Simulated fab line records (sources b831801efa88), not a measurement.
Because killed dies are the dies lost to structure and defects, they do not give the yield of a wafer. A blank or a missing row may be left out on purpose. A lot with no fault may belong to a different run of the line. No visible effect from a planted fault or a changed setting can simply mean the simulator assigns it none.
fab line records | flow sky130
record lots=14 | wafers=42 | last_day=50
route steps=708 shown SONOS_ONO@184 PAD_OPEN@708
lots that met no fault: from a run of the same line without faults
start_h: hours from the record's opening day to when the first of the lot's shown wafers began | wait_h: how many hours have passed since the lot's step before this one | " repeats the value in the row above | L1.1+2: a single row standing in for several wafers | - value missing, or start not given | * or withheld: withheld | < > ~ a bound
route shown NAME@n: a module of which the file shows steps, and the number in the route of the first | usual: average and standard deviation across the fault-free wafers | same: alike in all rows | chamber/n: place in a boat | sites: each site's reading | _std_site: the standard deviation of these | _edge_site: inner sites' mean taken away from outer sites' mean | radius_mm: for every site, how far away it sits from the centre of the wafer | mask NAME#n: copy n | behind: the most recent tool/chamber to have shaped the wafer | hold: why the lot was held/for how many hours/how that ended | device: names the non-switching transistor (n, p or np) | end of line: the route-end tests of the same wafers | where a step has no rows: the recipe by itself | killed: count of dies lost to structure and defects at first sort (not the wafer's yield) | map: dies across one wafer; x = killed, . = not, _ = none there
set.NAME: the setting as run; set.NAME@STEP: as run at that earlier step | model.NAME: the simulator's own value behind a step, which no gauge read
the route's steps for a sample of lots (tables are steps, rows are wafers)
services: when a tool's chamber went out of use (start_h, in hours from the record's first day, below 0 if earlier), for how many hours, and the reason
## steps
# step SKY_SONOS_ONO_WET_ETCH_16
# recipe chemistry=dHF | target_depth_nm=14 | dry=n2_spin | target=SiO2 | dilution=100:1 | temp_c=25 | time_s=280
# usual run_length_s=308/3.3
lot.wafer | tool         | chamber | start_h | wait_h | run_length_s
L404.1    | wet_bench-01 | 2       | 274.77  | 0.0    | 313
L404.4    | "            | 2       | "       | "      | 313
L404.6    | "            | 2       | "       | "      | 313
L405.1    | wet_bench-01 | 1       | 283.02  | 0.0    | 311
L405.3    | "            | 1       | "       | "      | 311
L405.4    | "            | 1       | "       | "      | 311
L407.1    | wet_bench-04 | 3       | 302.87  | 0.0    | 306
L407.3    | "            | 3       | "       | "      | 306
L407.6    | "            | 3       | "       | "      | 306
L408.1    | wet_bench-04 | 1       | 303.93  | 0.0    | 305
L408.3    | "            | 1       | "       | "      | 305
L408.5    | "            | 1       | "       | "      | 305
L409.2    | wet_bench-04 | 2       | 314.97  | 0.0    | 193
L409.3    | "            | 2       | "       | "      | 193
L409.4    | "            | 2       | "       | "      | 193
L410.1    | wet_bench-04 | 2       | 324.77  | 0.0    | 193
L410.2    | "            | 2       | "       | "      | 193
L410.5    | "            | 2       | "       | "      | 193
L418.2    | wet_bench-04 | 1       | 392.42  | 0.0    | 312
L418.3    | "            | 1       | "       | "      | 312
L418.4    | "            | 1       | "       | "      | 312
L419.2    | wet_bench-04 | 1       | 396.62  | 0.0    | 313
L419.3    | "            | 1       | "       | "      | 313
L419.6    | "            | 1       | "       | "      | 313
L421.1    | wet_bench-01 | 1       | 416.37  | 0.0    | 311
L421.3    | "            | 1       | "       | "      | 311
L421.6    | "            | 1       | "       | "      | 311
L422.1    | wet_bench-03 | 2       | 419.52  | 0.0    | 306
L422.2    | "            | 2       | "       | "      | 306
L422.4    | "            | 2       | "       | "      | 306
L423.1    | wet_bench-01 | 2       | 437.92  | 0.0    | 305
L423.2    | "            | 2       | "       | "      | 305
L423.5    | "            | 2       | "       | "      | 305
L425.1    | wet_bench-01 | 3       | 457.27  | 0.0    | 304
L425.3    | "            | 3       | "       | "      | 304
L425.6    | "            | 3       | "       | "      | 304
L426.1    | wet_bench-03 | 3       | 474.22  | 0.0    | 305
L426.2    | "            | 3       | "       | "      | 305
L426.4    | "            | 3       | "       | "      | 305
L427.1    | wet_bench-03 | 0       | 490.62  | 0.0    | 307
L427.2    | "            | 0       | "       | "      | 307
L427.4    | "            | 0       | "       | "      | 307
# step SKY_PAD_OPEN_PROBE_99
# usual killed_at_M0_to_M3=44/7.2 | killed_at_M4_up=3.4/2.1 | killed_at_contacts=24/5.5 | killed_at_front_end=15/4.6 | killed_at_other=0.4/0.64 | killed_dies=86/9.1 | killed_open=47/7.5 | killed_short=39/5.8
# same gross_dies=492 | killed_at_back_side=0
lot.wafer | tool      | chamber | start_h | wait_h | killed_at_M0_to_M3 | killed_at_M4_up | killed_at_contacts | killed_at_front_end | killed_at_other | killed_dies | killed_open | killed_short
L404.1    | prober-01 | -       | 1066.41 | 0.1    | 46                 | 1               | 17                 | 18                  | 0               | 82          | 50          | 32
L404.4    | prober-01 | -       | 1066.56 | 0.2    | 41                 | 8               | 21                 | 18                  | 0               | 88          | 51          | 37
L404.6    | prober-01 | -       | 1066.66 | 0.2    | 47                 | 4               | 23                 | 18                  | 1               | 93          | 54          | 39
L405.1    | prober-02 | -       | 1078.27 | 0.1    | 36                 | 4               | 26                 | 14                  | 0               | 80          | 48          | 32
L405.3    | prober-02 | -       | 1078.37 | 0.2    | 48                 | 3               | 23                 | 25                  | 1               | 100         | 53          | 46
L405.4    | prober-02 | -       | 1078.42 | 0.2    | 39                 | 1               | 23                 | 15                  | 0               | 78          | 39          | 39
L408.1    | prober-02 | -       | 1099.89 | 0.1    | 48                 | 2               | 17                 | 17                  | 0               | 84          | 37          | 47
L408.3    | prober-02 | -       | 1099.99 | 0.2    | 49                 | 4               | 18                 | 24                  | 0               | 95          | 54          | 39
L408.5    | prober-02 | -       | 1100.09 | 0.2    | 47                 | 1               | 27                 | 19                  | 0               | 94          | 48          | 45
L407.1    | prober-01 | -       | 1101.01 | 0.1    | 32                 | 0               | 35                 | 18                  | 0               | 85          | 46          | 39
L407.3    | prober-01 | -       | 1101.11 | 0.2    | 40                 | 6               | 23                 | 11                  | 1               | 81          | 45          | 36
L407.6    | prober-01 | -       | 1101.26 | 0.2    | 33                 | 9               | 23                 | 12                  | 0               | 77          | 39          | 38
L409.2    | prober-02 | -       | 1102.21 | 0.1    | 40                 | 3               | 27                 | 12                  | 0               | 82          | 40          | 42
L409.3    | prober-02 | -       | 1102.26 | 0.2    | 49                 | 2               | 29                 | 15                  | 1               | 96          | 59          | 37
L409.4    | prober-02 | -       | 1102.31 | 0.2    | 49                 | 0               | 29                 | 14                  | 0               | 92          | 48          | 44
L410.1    | prober-01 | -       | 1114.72 | 0.1    | 58                 | 4               | 15                 | 18                  | 0               | 95          | 54          | 41
L410.2    | prober-01 | -       | 1114.77 | 0.1    | 49                 | 2               | 22                 | 25                  | 2               | 100         | 52          | 48
L410.5    | prober-01 | -       | 1114.92 | 0.2    | 50                 | 1               | 21                 | 18                  | 1               | 91          | 44          | 46
L419.2    | prober-01 | -       | 1155.66 | 0.1    | 36                 | 4               | 21                 | 14                  | 1               | 76          | 41          | 35
L419.3    | prober-01 | -       | 1155.71 | 0.2    | 37                 | 2               | 20                 | 13                  | 0               | 72          | 36          | 36
L419.6    | prober-01 | -       | 1155.86 | 0.2    | 32                 | 7               | 21                 | 30                  | 0               | 90          | 47          | 43
L418.2    | prober-02 | -       | 1157.16 | 0.1    | 38                 | 2               | 21                 | 11                  | 0               | 72          | 35          | 37
L418.3    | prober-02 | -       | 1157.21 | 0.2    | 54                 | 7               | 24                 | 20                  | 1               | 106         | 53          | 53
L418.4    | prober-02 | -       | 1157.26 | 0.2    | 48                 | 6               | 24                 | 9                   | 0               | 87          | 57          | 30
L421.1    | prober-02 | -       | 1169.85 | 0.1    | 47                 | 5               | 26                 | 15                  | 1               | 94          | 59          | 32
L421.3    | prober-02 | -       | 1169.95 | 0.2    | 46                 | 1               | 25                 | 15                  | 0               | 87          | 47          | 40
L421.6    | prober-02 | -       | 1170.10 | 0.2    | 56                 | 4               | 28                 | 15                  | 0               | 103         | 63          | 39
L422.1    | prober-01 | -       | 1170.86 | 0.1    | 48                 | 6               | 20                 | 14                  | 0               | 88          | 40          | 48
L422.2    | prober-01 | -       | 1170.91 | 0.1    | 45                 | 2               | 22                 | 14                  | 0               | 83          | 37          | 46
L422.4    | prober-01 | -       | 1171.01 | 0.2    | 46                 | 4               | 23                 | 9                   | 0               | 82          | 39          | 43
L423.1    | prober-02 | -       | 1181.16 | 0.1    | 42                 | 3               | 26                 | 11                  | 0               | 82          | 47          | 34
L423.2    | prober-02 | -       | 1181.21 | 0.1    | 37                 | 5               | 20                 | 10                  | 0               | 72          | 34          | 37
L423.5    | prober-02 | -       | 1181.36 | 0.2    | 44                 | 1               | 12                 | 14                  | 1               | 72          | 40          | 32
L425.1    | prober-02 | -       | 1194.11 | 0.1    | 45                 | 2               | 21                 | 15                  | 0               | 83          | 44          | 39
L425.6    | prober-02 | -       | 1194.36 | 0.2    | 37                 | 1               | 24                 | 25                  | 0               | 87          | 45          | 42
L426.1    | prober-01 | -       | 1199.51 | 0.1    | 46                 | 4               | 20                 | 13                  | 0               | 83          | 48          | 35
L426.2    | prober-01 | -       | 1199.56 | 0.1    | 33                 | 1               | 35                 | 20                  | 1               | 90          | 40          | 49
L426.4    | prober-01 | -       | 1199.66 | 0.2    | 46                 | 2               | 26                 | 14                  | 0               | 88          | 45          | 42
L427.1    | prober-01 | -       | 1205.47 | 0.1    | 50                 | 4               | 21                 | 14                  | 0               | 89          | 53          | 35
L427.2    | prober-01 | -       | 1205.52 | 0.1    | 49                 | 2               | 35                 | 16                  | 0               | 102         | 57          | 45
L427.4    | prober-01 | -       | 1205.62 | 0.2    | 45                 | 6               | 21                 | 17                  | 0               | 89          | 49          | 40
# killed by level:class
L404.1 VIA1:geometric_particle:open=16 FIELD_ISO:geometric_particle:open=9 VIA3:geometric_particle:open=8 FIELD_ISO:geometric_particle:short=7 CONTACT:geometric_particle:open=7 METAL1:geometric_particle:short=7 VIA2:geometric_particle:open=5 LI_CONTACT:geometric_particle:short=4
L404.4 VIA3:geometric_particle:open=10 VIA1:geometric_particle:open=8 CONTACT:geometric_particle:open=7 FIELD_ISO:geometric_particle:open=6 FIELD_ISO:geometric_particle:short=5 METAL2:geometric_particle:short=5 METAL4:geometric_particle:short=5 LOCAL_INTERCONNECT:geometric_particle:open=4
L404.6 LI_CONTACT:geometric_particle:open=9 VIA1:geometric_particle:open=8 METAL1:geometric_particle:short=7 VIA2:geometric_particle:open=7 CONTACT:geometric_particle:open=6 METAL2:geometric_particle:short=6 VIA3:geometric_particle:open=6 FIELD_ISO:geometric_particle:open=5
L405.1 LI_CONTACT:geometric_particle:open=11 VIA2:geometric_particle:open=8 VIA1:geometric_particle:open=7 CONTACT:geometric_particle:short=6 CONTACT:geometric_particle:open=5 VIA3:geometric_particle:open=5 FIELD_ISO:geometric_particle:short=4 POLY_GATE:geometric_particle:open=4
L405.3 VIA1:geometric_particle:open=10 VIA2:geometric_particle:open=8 VIA3:geometric_particle:open=8 CONTACT:geometric_particle:short=7 POLY_GATE:geometric_particle:short=6 POLY_GATE:geometric_particle:open=6 LI_CONTACT:geometric_particle:open=6 CONTACT:geometric_particle:open=6
L405.4 CONTACT:geometric_particle:open=9 LOCAL_INTERCONNECT:geometric_particle:short=7 VIA3:geometric_particle:open=6 METAL1:geometric_particle:short=6 METAL2:geometric_particle:short=5 VIA1:geometric_particle:open=5 VIA2:geometric_particle:open=5 VIA3:geometric_particle:short=5
L408.1 METAL1:geometric_particle:short=12 VIA1:geometric_particle:open=7 VIA3:geometric_particle:open=6 FIELD_ISO:geometric_particle:short=5 LI_CONTACT:geometric_particle:open=5 CONTACT:geometric_particle:open=5 POLY_GATE:geometric_particle:short=4 VIA2:geometric_particle:short=4
L408.3 VIA1:geometric_particle:open=11 VIA3:geometric_particle:open=7 CONTACT:geometric_particle:open=6 VIA1:geometric_particle:short=6 FIELD_ISO:geometric_particle:open=5 POLY_GATE:geometric_particle:short=5 POLY_GATE:geometric_particle:open=5 LI_CONTACT:geometric_particle:open=5
L408.5 LI_CONTACT:geometric_particle:open=9 CONTACT:geometric_particle:open=8 VIA2:geometric_particle:open=8 METAL1:geometric_particle:short=7 VIA3:geometric_particle:open=7 VIA1:geometric_particle:short=6 VIA1:geometric_particle:open=6 FIELD_ISO:geometric_particle:short=5
L407.1 VIA1:geometric_particle:open=11 LOCAL_INTERCONNECT:geometric_particle:short=10 CONTACT:geometric_particle:open=9 LI_CONTACT:geometric_particle:open=8 POLY_GATE:geometric_particle:open=5 METAL1:geometric_particle:short=5 POLY_GATE:geometric_particle:short=4 VIA1:geometric_particle:short=4
L407.3 LI_CONTACT:geometric_particle:open=10 VIA1:geometric_particle:open=10 VIA2:geometric_particle:open=7 CONTACT:geometric_particle:open=6 METAL1:geometric_particle:short=6 METAL4:geometric_particle:short=5 POLY_GATE:geometric_particle:short=4 VIA1:geometric_particle:short=4
L407.6 VIA1:geometric_particle:open=9 LI_CONTACT:geometric_particle:open=8 METAL2:geometric_particle:short=6 METAL4:geometric_particle:short=6 POLY_GATE:geometric_particle:short=5 VIA3:geometric_particle:open=5 CONTACT:geometric_particle:short=4 CONTACT:geometric_particle:open=4
L409.2 VIA3:geometric_particle:open=10 LI_CONTACT:geometric_particle:open=8 METAL2:geometric_particle:short=8 POLY_GATE:geometric_particle:short=7 CONTACT:geometric_particle:open=7 METAL1:geometric_particle:short=6 LOCAL_INTERCONNECT:geometric_particle:short=4 CONTACT:geometric_particle:short=4
L409.3 CONTACT:geometric_particle:open=13 VIA1:geometric_particle:open=13 LI_CONTACT:geometric_particle:open=7 VIA3:geometric_particle:open=7 VIA2:geometric_particle:open=7 POLY_GATE:geometric_particle:open=5 METAL1:geometric_particle:short=5 VIA1:geometric_particle:short=5
L409.4 CONTACT:geometric_particle:open=12 VIA1:geometric_particle:open=11 VIA3:geometric_particle:open=7 LI_CONTACT:geometric_particle:short=7 METAL2:geometric_particle:short=6 CONTACT:geometric_particle:short=6 FIELD_ISO:geometric_particle:short=4 VIA3:geometric_particle:short=4
L410.1 VIA1:geometric_particle:open=13 VIA3:geometric_particle:open=11 VIA2:geometric_particle:open=8 VIA2:geometric_particle:short=7 FIELD_ISO:geometric_particle:open=6 CONTACT:geometric_particle:open=5 LI_CONTACT:geometric_particle:open=4 METAL1:geometric_particle:short=4
L410.2 VIA2:geometric_particle:open=11 POLY_GATE:geometric_particle:open=8 FIELD_ISO:geometric_particle:short=6 LI_CONTACT:geometric_particle:open=6 LOCAL_INTERCONNECT:geometric_particle:short=6 VIA1:geometric_particle:short=6 CONTACT:geometric_particle:open=5 VIA1:geometric_particle:open=5
L410.5 CONTACT:geometric_particle:open=7 METAL1:geometric_particle:short=7 VIA1:geometric_particle:open=7 VIA3:geometric_particle:open=7 FIELD_ISO:geometric_particle:open=6 VIA2:geometric_particle:open=6 VIA2:geometric_particle:short=6 VIA3:geometric_particle:short=5
L419.2 CONTACT:geometric_particle:open=9 VIA3:geometric_particle:short=6 POLY_GATE:geometric_particle:open=5 CONTACT:geometric_particle:short=5 VIA3:geometric_particle:open=5 VIA1:geometric_particle:short=4 METAL2:geometric_particle:short=4 METAL1:geometric_particle:short=3
L419.3 METAL1:geometric_particle:short=9 VIA1:geometric_particle:open=8 LI_CONTACT:geometric_particle:open=7 CONTACT:geometric_particle:open=6 VIA1:geometric_particle:short=5 POLY_GATE:geometric_particle:short=4 VIA2:geometric_particle:open=4 POLY_GATE:geometric_particle:open=3
L419.6 VIA1:geometric_particle:open=9 LI_CONTACT:geometric_particle:open=7 CONTACT:geometric_particle:short=7 CONTACT:geometric_particle:open=7 FIELD_ISO:geometric_particle:open=6 FIELD_ISO:geometric_particle:short=6 POLY_GATE:geometric_particle:short=6 POLY_GATE:geometric_particle:open=5
L418.2 VIA1:geometric_particle:open=9 LI_CONTACT:geometric_particle:open=7 VIA1:geometric_particle:short=6 CONTACT:geometric_particle:short=5 CONTACT:geometric_particle:open=5 VIA2:geometric_particle:open=5 FIELD_ISO:geometric_particle:short=4 METAL2:geometric_particle:short=4
L418.3 VIA2:geometric_particle:open=11 VIA1:geometric_particle:open=9 CONTACT:geometric_particle:open=9 METAL3:geometric_particle:short=7 FIELD_ISO:geometric_particle:short=6 LI_CONTACT:geometric_particle:open=6 METAL4:geometric_particle:short=6 METAL2:geometric_particle:short=5
L418.4 CONTACT:geometric_particle:open=11 VIA1:geometric_particle:open=10 VIA3:geometric_particle:open=10 LI_CONTACT:geometric_particle:open=5 VIA2:geometric_particle:open=5 VIA3:geometric_particle:short=5 VIA1:geometric_particle:short=4 POLY_GATE:geometric_particle:open=4
L421.1 VIA1:geometric_particle:open=15 CONTACT:geometric_particle:open=12 VIA2:geometric_particle:open=8 VIA3:geometric_particle:open=7 POLY_GATE:geometric_particle:short=6 LOCAL_INTERCONNECT:geometric_particle:short=6 LI_CONTACT:geometric_particle:open=5 METAL1:geometric_particle:short=4
L421.3 VIA1:geometric_particle:open=11 LI_CONTACT:geometric_particle:open=8 METAL2:geometric_particle:short=7 CONTACT:geometric_particle:open=7 METAL1:geometric_particle:short=7 CONTACT:geometric_particle:short=5 VIA1:geometric_particle:short=5 VIA2:geometric_particle:open=5
L421.6 VIA1:geometric_particle:open=16 VIA3:geometric_particle:open=14 LI_CONTACT:geometric_particle:open=9 CONTACT:geometric_particle:open=8 VIA2:geometric_particle:open=6 POLY_GATE:geometric_particle:short=5 LOCAL_INTERCONNECT:geometric_particle:short=5 METAL2:geometric_particle:short=5
L422.1 VIA1:geometric_particle:open=9 METAL1:geometric_particle:short=9 VIA3:geometric_particle:open=7 CONTACT:geometric_particle:short=6 METAL4:geometric_particle:short=6 CONTACT:geometric_particle:open=5 VIA2:geometric_particle:short=5 VIA2:geometric_particle:open=4
L422.2 VIA1:geometric_particle:open=11 VIA3:geometric_particle:open=7 LI_CONTACT:geometric_particle:short=6 VIA1:geometric_particle:short=6 LOCAL_INTERCONNECT:geometric_particle:short=5 VIA3:geometric_particle:short=5 POLY_GATE:geometric_particle:open=4 CONTACT:geometric_particle:open=4
L422.4 VIA1:geometric_particle:open=13 LI_CONTACT:geometric_particle:open=7 VIA1:geometric_particle:short=6 METAL2:geometric_particle:short=6 CONTACT:geometric_particle:open=5 LOCAL_INTERCONNECT:geometric_particle:short=5 VIA3:geometric_particle:open=5 METAL3:geometric_particle:short=4
L423.1 CONTACT:geometric_particle:open=10 VIA1:geometric_particle:open=9 LI_CONTACT:geometric_particle:open=6 METAL2:geometric_particle:short=6 VIA2:geometric_particle:open=6 METAL1:geometric_particle:short=5 FIELD_ISO:geometric_particle:short=5 LOCAL_INTERCONNECT:geometric_particle:short=5
L423.2 CONTACT:geometric_particle:open=11 METAL1:geometric_particle:short=8 VIA2:geometric_particle:open=6 VIA1:geometric_particle:open=6 VIA1:geometric_particle:short=5 VIA3:geometric_particle:short=4 LI_CONTACT:geometric_particle:open=3 CONTACT:geometric_particle:short=3
L423.5 VIA3:geometric_particle:open=12 VIA1:geometric_particle:open=8 VIA2:geometric_particle:open=6 METAL2:geometric_particle:short=5 FIELD_ISO:geometric_particle:open=4 CONTACT:geometric_particle:open=4 FIELD_ISO:geometric_particle:short=3 POLY_GATE:geometric_particle:short=3
L425.1 VIA1:geometric_particle:open=9 CONTACT:geometric_particle:open=8 VIA2:geometric_particle:open=7 METAL2:geometric_particle:short=6 CONTACT:geometric_particle:short=5 VIA3:geometric_particle:open=5 FIELD_ISO:geometric_particle:open=4 LOCAL_INTERCONNECT:geometric_particle:short=4
L425.6 FIELD_ISO:geometric_particle:short=11 CONTACT:geometric_particle:open=11 FIELD_ISO:geometric_particle:open=6 LOCAL_INTERCONNECT:geometric_particle:short=6 VIA2:geometric_particle:open=6 METAL3:geometric_particle:short=6 VIA3:geometric_particle:open=6 LI_CONTACT:geometric_particle:open=5
L426.1 VIA1:geometric_particle:open=11 CONTACT:geometric_particle:open=9 VIA3:geometric_particle:open=7 VIA2:geometric_particle:open=5 LI_CONTACT:geometric_particle:short=5 VIA1:geometric_particle:short=5 FIELD_ISO:geometric_particle:open=4 FIELD_ISO:geometric_particle:short=4
L426.2 CONTACT:geometric_particle:open=10 FIELD_ISO:geometric_particle:short=7 LI_CONTACT:geometric_particle:open=7 VIA1:geometric_particle:short=7 LOCAL_INTERCONNECT:geometric_particle:short=6 CONTACT:geometric_particle:short=6 FIELD_ISO:geometric_particle:open=5 METAL1:geometric_particle:short=5
L426.4 CONTACT:geometric_particle:open=10 VIA1:geometric_particle:open=10 LI_CONTACT:geometric_particle:open=8 VIA2:geometric_particle:open=8 VIA1:geometric_particle:short=7 FIELD_ISO:geometric_particle:short=6 METAL3:geometric_particle:short=5 LI_CONTACT:geometric_particle:short=4
L427.1 CONTACT:geometric_particle:open=12 VIA1:geometric_particle:open=12 METAL2:geometric_particle:short=11 VIA2:geometric_particle:open=9 LI_CONTACT:geometric_particle:open=4 METAL1:geometric_particle:short=4 VIA3:geometric_particle:open=4 FIELD_ISO:geometric_particle:open=3
L427.2 CONTACT:geometric_particle:open=16 VIA1:geometric_particle:open=12 LI_CONTACT:geometric_particle:open=8 METAL3:geometric_particle:short=7 METAL2:geometric_particle:short=6 METAL1:geometric_particle:short=5 VIA1:geometric_particle:short=5 VIA2:geometric_particle:open=5
L427.4 VIA1:geometric_particle:open=15 CONTACT:geometric_particle:open=9 FIELD_ISO:geometric_particle:short=8 VIA1:geometric_particle:short=7 POLY_GATE:geometric_particle:open=5 METAL1:geometric_particle:short=5 VIA3:geometric_particle:open=5 METAL2:geometric_particle:short=4
## services
tool         | chamber | start_h | hours | kind
wet_bench-04 | -       | 256.79  | 2.3   | repair
wet_bench-04 | -       | 401.09  | 4.4   | pm
wet_bench-01 | -       | 420.99  | 3.4   | repair
## key
first_sign step=SKY_SONOS_ONO_WET_ETCH_16 | reading=run_length_s | direction=down | sigmas=35 | usual=* | struck=*
effect none on later readings
met_at SKY_SONOS_ONO_WET_ETCH_16
struck_lots L409,L410
tester_left_out L409,L410
onset_between 303.93 314.97
fault kind=process_parameter_drift | tool=wet_bench-04 | chamber=- | onset_h=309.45 | steps=SKY_SONOS_ONO_WET_ETCH_16 | channel=time_s | offset=* | shape=step | end_h=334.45 | acts_in=* | stated=*
# tester_left_out: of these lots the tester's yield and bins aren't shown, on N5 and GAA mostly nor the transistor test; their killed dies are dies lost to structure and defects alone, not to doping, threshold or leakage, so they don't give the yield
